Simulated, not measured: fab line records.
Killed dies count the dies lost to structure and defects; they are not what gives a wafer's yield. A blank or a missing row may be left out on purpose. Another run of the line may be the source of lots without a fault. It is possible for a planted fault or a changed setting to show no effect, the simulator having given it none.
A lot that was struck, set against a sound lot	flow gf180mcu	14 steps out of a route of 602
Sound: the wafers L184.2, L184.3, L184.5. The struck wafers were L183.1, L183.2, L183.3. Last of all comes the cause.
Order at every step that has rows: each side's tool, ch and its chambers, its first start. Under that, the readings that differ: sound wafers	struck wafers	difference of the means	sigmas: that difference in standard deviations of wafers without a fault.
alike: same words and numbers on both sides, and readings whose means sit less than 2 such deviations apart. not compared: any withheld reading, any reading some wafer has no value for, any bound like >300 that may hide the same value, and any number with overlapping values for which the record gives no deviation.
The two part at a step that has a row with sigmas, a row that says differs or no value, or rows on one side only. Non-overlapping numbers with no deviation appear without sigmas and do not part them. A reading missing from all wafers of one side parts the sides only when that side holds two or more wafers.

first, 2 steps without rows for these wafers: GF_V4_STRIP_19 (strips in post etch residue remover, time 1200 s); GF_V4_CLEAN_20 (cleans in DIW).
GF_V4_SPUTTER_21: material Ti, target thk 15 nm, time 80.02 s.
  sound on pvdSputter-03 at day 28 08:29; struck on pvdSputter-03 at day 27 20:09
  alike: cathodeDcPowerW, chamberPressurePa, throttleValvePct
GF_V4_SPUTTER_22: material TiN, target thk 10 nm, time 40 s.
  sound on pvdSputter-03 at day 28 08:33; struck on pvdSputter-03 at day 27 20:13
  alike: cathodeDcPowerW, chamberPressurePa, throttleValvePct
then, 1 step without rows for these wafers: GF_V4_CVD_23 (deposits W, target thk 350 nm, time 104.9 s).
GF_V4_RS_MEAS_24: the measuring method here is four-point-probe.
  sound on filmMetro-04 at day 28 08:44; struck on filmMetro-04 at day 27 20:22
reading	sound	struck	difference	sigmas
V4_W_RS (ohm/sq)	0.332 0.336 0.336	0.322 0.327 0.326	-0.010	-2
GF_V4_THK_MEAS_25: measures by xrf.
  sound on filmMetro-04 at day 28 08:51; struck on filmMetro-04 at day 27 20:29
  alike: V4_W_THK
then, 1 step without rows for these wafers: GF_V4_CMP_26 (polishes, stops on SiO2, t overpolish 15 s, target thk 0 nm).
GF_MIM_SPUTTER_00: material Ti, target thk 37.5 nm, time 150 s.
  sound on pvdSputter-01 at day 28 09:25; struck on pvdSputter-01 at day 27 20:50
  alike: cathodeDcPowerW, chamberPressurePa, throttleValvePct
GF_MIM_SPUTTER_01: material TiN, target thk 30 nm, time 25 s.
  sound on pvdSputter-01 at day 28 09:31; struck on pvdSputter-01 at day 27 20:56
  alike: cathodeDcPowerW, chamberPressurePa, throttleValvePct
GF_MIM_SPUTTER_02: material AlCu, target thk 450 nm, time 23.9 s.
  sound on pvdSputter-01 at day 28 09:33; struck on pvdSputter-01 at day 27 20:58
  alike: cathodeDcPowerW, chamberPressurePa, throttleValvePct
then, 1 step without rows for these wafers: GF_MIM_SPUTTER_03 (material Ti, target thk 10 nm, time 6.7 s).
GF_MIM_SPUTTER_04: material TiN, target thk 50 nm, time 41.7 s.
  sound on pvdSputter-01 at day 28 09:36; struck on pvdSputter-01 at day 27 21:01
  no value came back on the struck wafers for cathodeDcPowerW (W), chamberPressurePa (Pa), throttleValvePct (%); on the sound wafers cathodeDcPowerW (W) reads 6499.6 6500.2 6500.4
then, 1 step without rows for these wafers: GF_MIM_CVD_05 (deposits Si3N4, target thk 42 nm, time 29.086 s).

## WHERE THEY PART
At GF_V4_RS_MEAS_24 first; at GF_MIM_SPUTTER_04 last (within this record only).

WHY: what had been put in by the simulator
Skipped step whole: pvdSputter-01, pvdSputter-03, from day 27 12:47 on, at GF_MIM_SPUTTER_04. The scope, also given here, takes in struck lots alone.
